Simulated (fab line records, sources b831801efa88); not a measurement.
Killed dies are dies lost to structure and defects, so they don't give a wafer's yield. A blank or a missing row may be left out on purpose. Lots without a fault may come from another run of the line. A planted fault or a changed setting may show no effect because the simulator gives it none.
fab line records | flow sfq_line
record lots=6 wafers=18 last_day=80
route steps=325 shown I6@270 M7@281 I7@296 M8@311
lots that met no fault: from a run of the same line without faults
start_h: hours from the record's first day to the start of the lot's first wafer shown | wait_h: hours since the lot's step before | " the same as in the row above | L1.1+2: a row that stands for several wafers | - no value, or no start given | * or withheld: withheld | < > ~ a bound
route shown NAME@n: a module of which the file shows steps, and the number in the route of the first | usual: mean/standard deviation of fault-free wafers | same: alike in all rows | chamber/n: place in a boat | sites: the reading at each site | _std_site: their standard deviation | _edge_site: outer sites' mean less inner sites' | radius_mm: how far each site lies from the wafer's centre | mask NAME#n: copy n | behind: the tool/chamber that last shaped the wafer | hold: why the lot was held/for how many hours/how that ended | device: the transistor (n, p or np) that didn't switch | end of line: the same wafers' tests at the end of the route | a step without rows: its recipe alone | killed: dies lost to structure and defects at the first sort, not the wafer's yield | map: a wafer's dies, x killed, . not, _ none there
set.NAME: the setting as run; set.NAME@STEP: as run at that earlier step | model.NAME: the simulator's own value behind a step, which no gauge read
lots at some steps of the route; a table a step, a row a wafer
services: from which hour (start_h, from the record's first day; less than 0 if before it) a tool's chamber was out of use, for how many hours, and why
## steps
# step SFQ_TRILAYER_I6_VIA_LITHO_COAT_174
# recipe resist=BARC spin_rpm=3000 resist_thk_nm=62
# step SFQ_TRILAYER_I6_VIA_LITHO_COAT_169
# recipe resist=KrF spin_rpm=3000 resist_thk_nm=650
# step SFQ_TRILAYER_I6_VIA_LITHO_SOFTBAKE_173
# recipe temp_c=withheld time_s=withheld resist=KrF
# step SFQ_TRILAYER_I6_VIA_LITHO_EXPOSE_170
# recipe mask_id=I6 na=0.6 source_shape=conventional sigma_outer=0.65 target_cd_nm=700 dose_mj=21.3
# step SFQ_TRILAYER_I6_VIA_LITHO_PEB_172
# recipe peb_temp_c=115 peb_time_s=60 resist=KrF
# step SFQ_TRILAYER_I6_VIA_LITHO_DEVELOP_171
# recipe time_s=60 resist=KrF
# step SFQ_I6_OVL_MEAS_942
# usual I6_OVL=-4/5.7
# columns lot.wafer tool chamber start_h wait_h I6_OVL[nm]
L301.1 overlay-02 - 1684.95 0.1 -15
L301.3 " - " " -15
L301.6 " - " " -17
L305.2 overlay-02 - 1747.36 0.1 5
L305.3 " - " " 7
L305.6 " - " " 11
L312.1 overlay-02 - 1765.35 0.1 0
L312.4 " - " " -10
L312.5 " - " " -5
L313.1 overlay-02 - 1766.55 0.1 -6
L313.2 " - " " 3
L313.6 " - " " 1
L315.3 overlay-02 - 1776.16 0.1 2
L315.4 " - " " -7
L315.6 " - " " -2
L316.2 overlay-02 - 1779.76 0.1 -2
L316.4 " - " " -6
L316.6 " - " " -3
# step SFQ_TRILAYER_I6_VIA_BARC_OPEN_VIA_ETCH_235
# recipe mask_material=PR chemistry=O2 target_depth_nm=125 target=BARC source_w=500 bias_w=80 pressure_mtorr=30 time_s=41.7
# step SFQ_TRILAYER_I6_VIA_ETCH_VIA_ETCH_172
# recipe target=SiO2 stop_on=Nb mask_material=PR taper_deg=20 chemistry=CHF3 target_depth_nm=260 source_w=500 bias_w=80 pressure_mtorr=30 time_s=withheld
# step SFQ_TRILAYER_I6_VIA_STRIP_STRIP_173
# recipe gas=O2 power_w=200 platen_temp_c=40 overash_fraction=0.65 chemistry=O2 pressure_mtorr=50
# usual drypump_motor_current_A=5.8/0.62 he_backside_leak_sccm=3.41/0.27 oes_product_au=1.003/0.0095
# columns lot.wafer tool chamber start_h wait_h drypump_motor_current_A he_backside_leak_sccm oes_product_au rf_hours_counter_h
L301.1 rie_metal-04 1 1685.14 - 4.8 3.11 1.012 18
L301.3 " 0 " " 5.7 3.76 1.007 -
L301.6 " 0 " " 5.7 3.71 1.028 -
L305.2 rie_metal-02 0 1747.54 - 6.6 3.92 1.003 139
L305.3 " 1 " " 6.3 3.08 1.006 -
L305.6 " 0 " " 6.6 3.71 0.999 -
L312.1 rie_metal-04 1 1765.54 - 4.8 3.42 1.008 33
L312.4 " 0 " " 5.7 3.76 1.010 -
L312.5 " 1 " " 4.8 3.22 1.009 -
L313.1 rie_metal-02 1 1766.74 - 6.3 3.16 1.002 34
L313.2 " 0 " " 6.5 3.58 1.018 142
L313.6 " 0 " " 6.6 3.65 1.009 -
L315.3 rie_metal-02 1 1776.99 - 6.3 3.41 1.007 -
L315.4 " 1 " " 6.3 3.26 1.016 -
L315.6 " 1 " " 6.3 3.27 0.997 -
L316.2 rie_metal-04 1 1779.94 - 4.8 3.19 1.007 36
L316.4 " 0 " " 5.7 3.72 1.007 -
L316.6 " 1 " " 4.7 3.06 1.007 -
# step SFQ_TRILAYER_I6_VIA_STRIP_SOLV_CLEAN_174
# recipe chemistry=NMP temp_c=70 time_s=600
# step SFQ_TRILAYER_M7_DEP_PRE_CLEAN_176
# recipe gas=Ar time_s=22.5 bias_v=250
# step SFQ_TRILAYER_M7_DEP_SPUTTER_175
# recipe material=Nb base_pressure_pa=1.33e-06 chamber_pressure_pa=0.1333 substrate_temp_c=20 target_thk_nm=200 power_w=2000 time_s=133.3
# usual throttle_valve_pct=30.0/1.1
# columns lot.wafer tool chamber start_h wait_h throttle_valve_pct model.Nb_of_TRILAYER_M7_DEP_SPUTTER_175.thk_nm
L301.1 pvd_sputter-03 - 1685.96 0.0 29.2 200.3
L301.3 " - " " 29.2 198.6
L301.6 " - " " 29.6 198.4
L305.2 pvd_sputter-04 - 1748.35 0.0 31.0 201.5
L305.3 " - " " 30.6 201.2
L305.6 " - " " 29.1 201.5
L312.1 pvd_sputter-05 - 1766.35 0.0 29.4 195.6
L312.4 " - " " 29.8 196.4
L312.5 " - " " 29.0 195.2
L313.1 pvd_sputter-04 - 1767.72 0.0 29.1 203.9
L313.2 " - " " 31.9 205.2
L313.6 " - " " 28.9 233.6
L315.3 pvd_sputter-05 - 1777.99 0.0 29.5 195.5
L315.4 " - " " 29.1 196
L315.6 " - " " 28.9 193.1
L316.2 pvd_sputter-04 - 1780.75 0.0 30.7 198.3
L316.4 " - " " 31.1 200.5
L316.6 " - " " 29.1 230.8
# step SFQ_M7_RS_MEAS_943
# recipe thk_meas_gauge=four-point-probe reads=Nb_of_TRILAYER_M7_DEP_SPUTTER_175
# usual M7_NB_RS=0.891/0.012
# columns lot.wafer tool chamber start_h wait_h M7_NB_RS[ohm/sq]
L301.1 film_metro-03 - 1686.05 0.0 0.891
L301.3 " - " " 0.898
L301.6 " - " " 0.899
L305.2 film_metro-01 - 1748.46 0.1 0.882
L305.3 " - " " 0.882
L305.6 " - " " 0.880
L312.1 film_metro-03 - 1766.44 0.0 0.912
L312.4 " - " " 0.909
L312.5 " - " " 0.912
L313.1 film_metro-03 - 1767.81 0.0 0.873
L313.2 " - " " 0.867
L313.6 " - " " 0.759
L315.3 film_metro-01 - 1778.12 0.1 0.909
L315.4 " - " " 0.907
L315.6 " - " " 0.919
L316.2 film_metro-02 - 1780.86 0.1 0.896
L316.4 " - " " 0.885
L316.6 " - " " 0.768
# step SFQ_TRILAYER_M7_LITHO_COAT_182
# recipe resist=BARC spin_rpm=3000 resist_thk_nm=62
# step SFQ_TRILAYER_M7_LITHO_COAT_177
# recipe resist=KrF spin_rpm=3000 resist_thk_nm=600
# step SFQ_TRILAYER_M7_LITHO_SOFTBAKE_181
# recipe temp_c=withheld time_s=withheld resist=KrF
# step SFQ_TRILAYER_M7_LITHO_EXPOSE_178
# recipe mask_id=M7 na=0.6 source_shape=conventional sigma_outer=0.65 target_cd_nm=500 dose_mj=14.4
# step SFQ_TRILAYER_M7_LITHO_PEB_180
# recipe peb_temp_c=115 peb_time_s=60 resist=KrF
# step SFQ_TRILAYER_M7_LITHO_DEVELOP_179
# recipe time_s=60 resist=KrF
# step SFQ_M7_OVL_MEAS_945
# usual M7_OVL=2/5
# columns lot.wafer tool chamber start_h wait_h M7_OVL[nm]
L301.1 overlay-01 - 1762.77 0.1 -3
L301.3 " - " " -5
L301.6 " - " " -1
L305.2 overlay-02 - 1832.58 0.1 2
L305.3 " - " " -2
L305.6 " - " " 5
L312.1 overlay-01 - 1851.78 0.1 -8
L312.4 " - " " -9
L312.5 " - " " -7
L313.1 overlay-01 - 1852.98 0.1 -1
L313.2 " - " " -2
L313.6 " - " " 1
L315.3 overlay-01 - 1866.19 0.1 3
L315.4 " - " " 6
L315.6 " - " " 2
L316.2 overlay-01 - 1868.58 0.1 4
L316.4 " - " " 4
L316.6 " - " " 2
# step SFQ_TRILAYER_M7_BARC_OPEN_METAL_ETCH_229
# recipe mask_material=PR chemistry=O2 target_depth_nm=125 target=BARC icp_w=600 bias_w=80 pressure_mtorr=10 time_s=41.7
# step SFQ_TRILAYER_M7_ETCH_METAL_ETCH_180
# recipe target=Nb stop_on=SiO2 mask_material=PR chemistry=Cl2/Ar target_depth_nm=240 icp_w=600 bias_w=80 pressure_mtorr=10 time_s=120
# usual bias_w=80.01/0.25 drypump_motor_current_A=6.0/0.45 he_backside_leak_sccm=3.43/0.27 oes_product_au=0.893/0.0079
# columns lot.wafer tool chamber start_h wait_h bias_w drypump_motor_current_A he_backside_leak_sccm oes_product_au rf_hours_counter_h
L301.1 rie_metal-03 0 1762.87 0.0 79.87 5.5 3.42 0.898 70
L301.3 " 1 " " 79.89 6.1 3.83 0.886 -
L301.6 " 0 " " 79.75 5.4 3.32 0.884 -
L305.2 rie_metal-03 0 1832.77 0.1 80.16 5.5 3.08 0.897 -
L305.3 " 0 " " 79.71 5.5 3.36 0.898 -
L305.6 " 0 " " 79.97 5.5 3.23 0.892 -
L312.1 rie_metal-02 1 1851.87 0.0 80.02 6.3 3.16 0.885 49
L312.4 " 0 " " 80.43 6.5 3.47 0.878 -
L312.5 " 1 " " 79.74 6.3 3.20 0.882 -
L313.1 rie_metal-01 0 1853.07 0.0 79.48 5.3 3.45 0.909 31
L313.2 " 1 " " 79.66 6.2 3.57 0.906 20
L313.6 " 0 " " 80.23 5.3 3.34 0.976 -
L315.3 rie_metal-01 1 1866.31 0.1 80.12 6.3 3.44 0.885 -
L315.4 " 0 " " 80.08 5.3 3.43 0.885 -
L315.6 " 0 " " 80.29 5.3 3.41 0.871 -
L316.2 rie_metal-03 1 1868.67 0.0 79.78 6.1 3.38 0.888 4
L316.4 " 1 " " 79.72 6.1 3.50 0.890 -
L316.6 " 1 " " 80.18 6.1 3.59 0.968 -
# step SFQ_TRILAYER_M7_STRIP_STRIP_181
# recipe gas=O2 power_w=200 platen_temp_c=40 overash_fraction=0.65 chemistry=O2 pressure_mtorr=50
# step SFQ_TRILAYER_M7_STRIP_SOLV_CLEAN_182
# recipe chemistry=NMP temp_c=70 time_s=600
# step SFQ_TRILAYER_I7_DEP_PECVD_183
# recipe material=SiO2 temp_c=150 time_s=111.11 pressure_torr=2.4 rf_w=183.3 precursor=SiH4/N2O target_thk_nm=500
# usual heater_power_w=79/16 showerhead_vpp_V=829/22 throttle_valve_pct=24.2/1.4
# columns lot.wafer tool chamber start_h wait_h heater_power_w showerhead_vpp_V since_wet_clean_h throttle_valve_pct
L301.1 pecvd-02 2 1763.77 0.0 77 837 64 22.3
L301.3 " 2 " " 77 819 - 22.6
L301.6 " 0 " " 58 800 - 23.7
L305.2 pecvd-02 2 1834.36 0.0 77 826 134 22.8
L305.3 " 0 " " 56 801 134 24.3
L305.6 " 0 " " 60 787 - 24.3
L312.1 pecvd-03 1 1852.77 0.0 71 851 906 25.1
L312.4 " 2 " " 52 837 - 23.7
L312.5 " 0 " " 70 802 - 27.7
L313.1 pecvd-02 2 1853.97 0.0 74 813 154 22.7
L313.2 " 0 " " 66 797 154 24.2
L313.6 " 1 " " 65 852 - 21.9
L315.3 pecvd-03 2 1867.17 0.0 62 821 920 23.8
L315.4 " 0 " " 74 796 - 27.6
L315.6 " 1 " " 72 850 - 25.6
L316.2 pecvd-01 1 1869.59 0.0 104 845 1292 24.1
L316.4 " 2 " " 86 853 - 25.3
L316.6 " 1 " " 107 839 - 24.0
# step SFQ_TRILAYER_I7_CMP_CMP_184
# recipe material=SiO2 down_force_psi=3 platen_rpm=60 pad_velocity_m_s=0.94248
# usual motor_current_A=10.5/0.86 time_to_endpoint_s=218/8.9
# columns lot.wafer tool chamber start_h wait_h motor_current_A time_to_endpoint_s
L301.1 cmp-01 0 1775.23 11.4 10.5 213
L301.3 " 1 " " 8.8 219
L301.6 " 3 1776.73 12.8 9.5 230
L305.2 cmp-02 0 1836.86 2.5 11.5 215
L305.3 " 2 1837.86 3.5 11.2 211
L305.6 " 1 1839.36 4.9 10.1 229
L312.4 cmp-01 3 1852.85 0.0 8.9 230
L312.1 " 0 " " 10.2 208
L312.5 " 0 1855.35 2.5 10.3 211
L313.1 cmp-02 1 1855.13 1.1 9.9 229
L313.2 " 2 " " 11.3 223
L313.6 " 0 1856.63 2.6 12.1 239
L315.4 cmp-02 0 1877.29 10.0 11.8 213
L315.3 " 1 " " 10.1 226
L315.6 " 1 1879.79 12.5 9.8 227
L316.2 cmp-02 3 1880.94 11.3 10.7 201
L316.4 " 0 " " 11.5 218
L316.6 " 3 1882.94 13.3 10.3 203
# step SFQ_I7_BOW_MEAS_946
# recipe mode=bow
# usual I7_BOW=10/11
# columns lot.wafer tool chamber start_h wait_h I7_BOW[um]
L301.1 film_metro-04 - 1777.23 1.5 24
L301.3 " - " " 28
L301.6 " - " " 8
L305.2 film_metro-04 - 1839.88 2.5 23
L305.3 " - " " 23
L305.6 " - " " 20
L312.1 film_metro-04 - 1855.85 2.0 6
L312.4 " - " " -5
L312.5 " - " " -11
L313.1 film_metro-01 - 1857.13 1.5 15
L313.2 " - " " 12
L313.6 " - " " 10
L315.3 film_metro-01 - 1880.33 2.0 8
L315.4 " - " " 15
L315.6 " - " " 0
L316.2 film_metro-01 - 1883.46 2.0 7
L316.4 " - " " 15
L316.6 " - " " 15
# step SFQ_TRILAYER_I7_METRO_MEASURE_185
# step SFQ_TRILAYER_I7_VIA_LITHO_COAT_192
# recipe resist=BARC spin_rpm=3000 resist_thk_nm=62
# step SFQ_TRILAYER_I7_VIA_LITHO_COAT_187
# recipe resist=KrF spin_rpm=3000 resist_thk_nm=650
# step SFQ_TRILAYER_I7_VIA_LITHO_SOFTBAKE_191
# recipe temp_c=withheld time_s=withheld resist=KrF
# step SFQ_TRILAYER_I7_VIA_LITHO_EXPOSE_188
# recipe mask_id=I7 na=0.6 source_shape=conventional sigma_outer=0.65 target_cd_nm=1000 dose_mj=21.3
# step SFQ_TRILAYER_I7_VIA_LITHO_PEB_190
# recipe peb_temp_c=115 peb_time_s=60 resist=KrF
# step SFQ_TRILAYER_I7_VIA_LITHO_DEVELOP_189
# recipe time_s=60 resist=KrF
# step SFQ_I7_OVL_MEAS_947
# usual I7_OVL=-4/4.3
# columns lot.wafer tool chamber start_h wait_h I7_OVL[nm]
L301.1 overlay-02 - 1789.35 0.1 -6
L301.3 " - " " -3
L301.6 " - " " -6
L305.2 overlay-02 - 1845.27 0.1 2
L305.3 " - " " 1
L305.6 " - " " 7
L312.1 overlay-02 - 1859.66 0.1 -3
L312.4 " - " " -8
L312.5 " - " " -8
L313.1 overlay-02 - 1862.06 0.1 -12
L313.2 " - " " -11
L313.6 " - " " -12
L315.3 overlay-01 - 1897.93 0.1 -1
L315.4 " - " " -10
L315.6 " - " " 0
L316.2 overlay-01 - 1899.13 0.1 2
L316.4 " - " " -1
L316.6 " - " " -4
# step SFQ_TRILAYER_I7_VIA_BARC_OPEN_VIA_ETCH_260
# recipe mask_material=PR chemistry=O2 target_depth_nm=125 target=BARC source_w=500 bias_w=80 pressure_mtorr=30 time_s=41.7
# usual bias_w=80.01/0.23 drypump_motor_current_A=5.7/0.42 oes_product_au=0.685/0.0045
# columns lot.wafer tool chamber start_h wait_h bias_w drypump_motor_current_A oes_product_au rf_hours_counter_h
L301.1 rie_diel-02 2 1789.39 0.0 80.46 6.1 0.692 2
L301.3 " 3 " " 79.89 5.2 0.680 23
L301.6 " 0 " " 79.93 5.3 0.683 -
L305.2 rie_diel-01 0 1845.30 0.0 80.26 6.6 0.685 0
L305.3 " 3 " " 80.19 6.0 0.686 13
L305.6 " 3 " " 80.34 6.0 0.689 -
L312.1 rie_diel-02 1 1859.70 0.0 80.02 5.5 0.683 21
L312.4 " 1 " " 79.62 5.5 0.692 -
L312.5 " 0 " " 79.80 5.3 0.683 -
L313.1 rie_diel-03 2 1862.10 0.0 80.03 5.1 0.695 5
L313.2 " 3 " " 80.24 5.5 0.687 4
L313.6 " 3 " " 80.04 5.5 0.683 -
L315.3 rie_diel-02 1 1897.96 0.0 79.90 5.5 0.686 22
L315.4 " 0 " " 80.05 5.3 0.678 13
L315.6 " 2 " " 79.72 6.1 0.682 -
L316.2 rie_diel-03 3 1899.16 0.0 79.68 5.5 0.688 5
L316.4 " 1 " " 80.10 5.9 0.685 11
L316.6 " 0 " " 79.69 5.8 0.684 -
# step SFQ_TRILAYER_I7_VIA_ETCH_VIA_ETCH_190
# recipe target=SiO2 stop_on=Nb mask_material=PR taper_deg=20 chemistry=CHF3 target_depth_nm=260 source_w=500 bias_w=80 pressure_mtorr=30 time_s=withheld
# step SFQ_TRILAYER_I7_VIA_STRIP_STRIP_191
# recipe gas=O2 power_w=200 platen_temp_c=40 overash_fraction=0.65 chemistry=O2 pressure_mtorr=50
# usual drypump_motor_current_A=5.9/0.63 he_backside_leak_sccm=3.41/0.28 oes_product_au=1.003/0.01
# columns lot.wafer tool chamber start_h wait_h drypump_motor_current_A he_backside_leak_sccm oes_product_au rf_hours_counter_h
L301.1 rie_metal-01 0 1789.54 - 5.3 3.35 0.985 23
L301.3 " 0 " " 5.3 3.50 0.982 -
L301.6 " 0 " " 5.3 3.43 0.975 -
L305.2 rie_metal-04 1 1845.45 - 4.7 3.21 1.014 44
L305.3 " 0 " " 5.7 3.64 1.003 -
L305.6 " 0 " " 5.7 3.64 1.008 -
L312.1 rie_metal-01 1 1859.85 - 6.3 3.27 1.012 21
L312.4 " 0 " " 5.3 3.21 0.987 -
L312.5 " 1 " " 6.3 3.28 1.010 -
L313.1 rie_metal-02 1 1862.25 - 6.3 5.32 1.010 50
L313.2 " 0 " " 6.6 3.48 1.001 8
L313.6 " 0 " " 6.5 3.78 1.001 -
L315.3 rie_metal-02 1 1898.31 - 6.3 3.22 0.998 -
L315.4 " 0 " " 6.5 3.21 0.995 -
L315.6 " 0 " " 6.6 3.22 1.009 -
L316.2 rie_metal-04 1 1899.31 - 4.7 3.52 1.021 51
L316.4 " 0 " " 5.7 3.63 1.003 -
L316.6 " 1 " " 4.8 3.46 1.012 -
# step SFQ_TRILAYER_I7_VIA_STRIP_SOLV_CLEAN_192
# recipe chemistry=NMP temp_c=70 time_s=600
# step SFQ_TRILAYER_M8_LITHO_LOR_COAT_197
# recipe resist=lift-off spin_rpm=3000
# step SFQ_M8_BOW_MEAS_951
# recipe mode=bow
# usual M8_BOW=11/11
# columns lot.wafer tool chamber start_h wait_h M8_BOW[um] model.etest.m7.ohm_um model.etest.i6.link_ohm model.etest.i7.link_ohm model.etest.m7.ohm_sq
L301.1 film_metro-03 - 1835.88 0.0 23 1.776 1.862 1.048 0.8876
L301.3 " - " " 27 1.786 1.868 1.056 0.8952
L301.6 " - " " 6 1.79 1.869 1.057 0.896
L305.2 film_metro-04 - 1851.21 0.0 25 1.76 1.865 1.044 0.8821
L305.3 " - " " 23 1.767 1.884 1.044 0.8835
L305.6 " - " " 22 1.754 1.881 1.042 0.8821
L312.1 film_metro-04 - 1868.00 0.0 7 1.823 1.886 1.07 0.9089
L312.4 " - " " -3 1.812 1.888 1.067 0.9053
L312.5 " - " " -10 1.814 1.907 1.072 0.9106
L313.1 film_metro-04 - 1869.19 0.0 15 1.731 1.865 1.032 0.8719
L313.2 " - " " 14 1.733 1.85 1.026 0.8662
L313.6 " - " " 13 1.507 1.751 0.9204 0.761
L315.3 film_metro-04 - 1907.66 0.0 10 1.824 1.911 1.071 0.9092
L315.4 " - " " 15 1.813 1.885 1.068 0.9069
L315.6 " - " " 0 1.838 1.927 1.084 0.9207
L316.2 film_metro-03 - 1910.04 0.0 7 1.796 1.867 1.056 0.8962
L316.4 " - " " 16 1.777 1.863 1.047 0.8864
L316.6 " - " " 15 1.542 1.733 0.9292 0.7701
## services
# columns tool chamber start_h hours kind
rie_diel-02 - 1666.09 15.6 pm
cmp-01 - 1666.24 8.2 pm
rie_metal-02 1 1677.42 5.2 repair
pecvd-02 - 1686.25 14.0 pm
pecvd-02 2 1718.33 2.1 repair
cmp-01 - 1732.12 1.4 repair
pecvd-02 1 1763.37 6.0 repair
rie_metal-01 1 1763.97 1.0 repair
rie_metal-04 - 1770.23 1.9 repair
cmp-02 - 1770.54 5.2 pm
rie_metal-04 - 1770.55 0.5 repair
rie_metal-01 - 1774.68 4.0 pm
cmp-02 - 1775.72 4.0 pm
cmp-02 - 1777.46 1.1 repair
pvd_sputter-04 - 1778.89 1.6 repair
pecvd-02 - 1797.08 6.0 pm
cmp-02 - 1810.45 0.8 repair
rie_metal-02 - 1810.60 1.4 pm
cmp-02 - 1817.39 1.5 repair
rie_diel-03 1 1818.90 54.2 repair
rie_diel-02 0 1850.44 5.2 repair
cmp-02 - 1872.75 4.5 pm
pvd_sputter-04 - 1873.04 8.8 repair
rie_diel-02 3 1886.60 10.9 repair
## key
first_sign step=SFQ_M7_RS_MEAS_943 reading=M7_NB_RS direction=down sigmas=10 usual=0.891 struck=0.764
effect step=SFQ_TRILAYER_M7_ETCH_METAL_ETCH_180 reading=oes_product_au direction=up sigmas=10 usual=0.893 struck=0.972
model_effect step=SFQ_TRILAYER_M7_DEP_SPUTTER_175 value=Nb_of_TRILAYER_M7_DEP_SPUTTER_175.thk_nm without=201.4 struck=232.2
model_effect step=SFQ_M8_BOW_MEAS_951 value=etest.m7.ohm_um without=1.758 struck=1.524
met_at SFQ_TRILAYER_M7_DEP_SPUTTER_175
struck_wafers L313.6,L316.6
onset_between 1748.35 1767.72
fault kind=process_parameter_drift tool=pvd_sputter-04 chamber=- onset_h=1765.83 steps=SFQ_TRILAYER_M7_DEP_SPUTTER_175 channel=time_s offset=* shape=step end_h=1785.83 scope=struck_wafers_only acts_in=* stated=*
